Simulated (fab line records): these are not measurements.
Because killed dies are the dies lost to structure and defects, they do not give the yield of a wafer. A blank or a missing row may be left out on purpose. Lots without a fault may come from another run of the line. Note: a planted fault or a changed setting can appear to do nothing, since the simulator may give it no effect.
Struck lot and sound lot, side by side || flow sky130 || 15 out of 708 route steps
Sound: wafers L150.3, L150.4, L150.6. Struck: wafers L143.4, L143.6. (L143.1 of the same lot was not struck and is left out.) The cause comes at the end.
For every step that has rows: the tool of each side, followed by ch and its chambers, followed by its first start. Under that, the readings that differ: sound wafers || struck wafers || difference of the means || sigmas: that difference in standard deviations of wafers without a fault.
alike: readings with means less than 2 such deviations apart, plus words and numbers identical on both sides. not compared: withheld readings, readings lacking a value on some wafer, bounds such as >300 that could conceal the same value, and numbers that have no deviation in the record and whose values overlap.
Wherever a step has rows on one side only, a row that says differs or no value, or a row with sigmas, the two part there. When numbers do not overlap yet have no deviation, they are printed without sigmas and do not part them. Lack of a reading on every wafer of one side parts them only where that side has two or more wafers.

first, 5 steps without rows for these wafers: SKY_VT_ADJUST_PCH_COAT_02 (resist thk 3000 nm); SKY_VT_ADJUST_PCH_SOFTBAKE_03; SKY_VT_ADJUST_PCH_EXPOSE_04 (exposes mask NWM, target cd 840 nm); SKY_VT_ADJUST_PCH_PEB_05; SKY_VT_ADJUST_PCH_DEVELOP_06 (develop time 60 s).
SKY_VT_ADJUST_PCH_OVL_MEAS_07:
  sound on overlay-02, day 16 19:32; struck on overlay-01, day 14 11:25
{"reading": "VT_ADJUST_PCH_OVL (nm)", "sound": "2.0 -1.6 -0.3", "struck": "2.6 4.8", "difference": "+3.7", "sigmas": "+2"}
after that, 1 step had no rows for these wafers: SKY_VT_ADJUST_PCH_IMPLANT_08.
SKY_VT_ADJUST_PCH_STRIP_09: strips in O2/N2.
  sound on plasma_asher-01 ch 0,1, day 16 19:44; struck on plasma_asher-04 ch 0, day 14 11:36
{"reading": "strip_time_to_endpoint_s (s)", "sound": "36.82 36.94 36.72", "struck": "37.11 37.07", "difference": "+0.26", "sigmas": "+2"}
  alike: drypump_motor_current_A, oes_product_au
  not compared: rf_hours_counter_h
SKY_VT_ADJUST_PCH_TW_MEAS_10:
  sound on film_metro-04, day 16 19:50; struck on film_metro-03, day 14 11:42
{"reading": "VT_ADJUST_PCH_TW", "sound": "145.0 145.9 145.4", "struck": "142.0 142.2", "difference": -3.3, "sigmas": -3}
then, 3 steps without rows for these wafers: SKY_SONOS_TUNNEL_DEHYDRATE_00 (time 60 s); SKY_SONOS_TUNNEL_HMDS_01 (prime time 60 s); SKY_SONOS_TUNNEL_COAT_02 (resist thk 1140 nm).
SKY_SONOS_TUNNEL_SOFTBAKE_03: time 60 s.
  sound on litho_track-04 ch 0, day 17 10:47; struck on litho_track-02 ch 0, day 15 00:44
{"reading": "run_length_s (s)", "sound": "88.95 89.14 88.99", "struck": "96.62 96.46", "difference": "+7.51", "sigmas": "+63"}
  alike: chill_plate_temp_C
then, 1 step without rows for these wafers: SKY_SONOS_TUNNEL_EXPOSE_04 (exposes mask TUNM, target cd 410 nm).
-- record jumps: 34 days separate the struck wafers' starts on either side; left off in module SONOS_TUNNEL, taken up again in module PAD_OPEN, whose first shown step is the route's number 708 --
SKY_PAD_OPEN_PROBE_99:
  sound on prober-01, day 50 11:57; struck on prober-01, day 49 05:35
{"reading": "killed_at_front_end", "sound": "17 12 23", "struck": "12 3", "difference": -10, "sigmas": -2}
  alike: killed_at_M0_to_M3, killed_at_M4_up, killed_at_contacts, killed_at_other, killed_dies, killed_on_rim, killed_open, killed_short

WHERE THEY PART
First at SKY_VT_ADJUST_PCH_OVL_MEAS_07; last, within this record, at SKY_PAD_OPEN_PROBE_99.

WHY: what the simulator had put in
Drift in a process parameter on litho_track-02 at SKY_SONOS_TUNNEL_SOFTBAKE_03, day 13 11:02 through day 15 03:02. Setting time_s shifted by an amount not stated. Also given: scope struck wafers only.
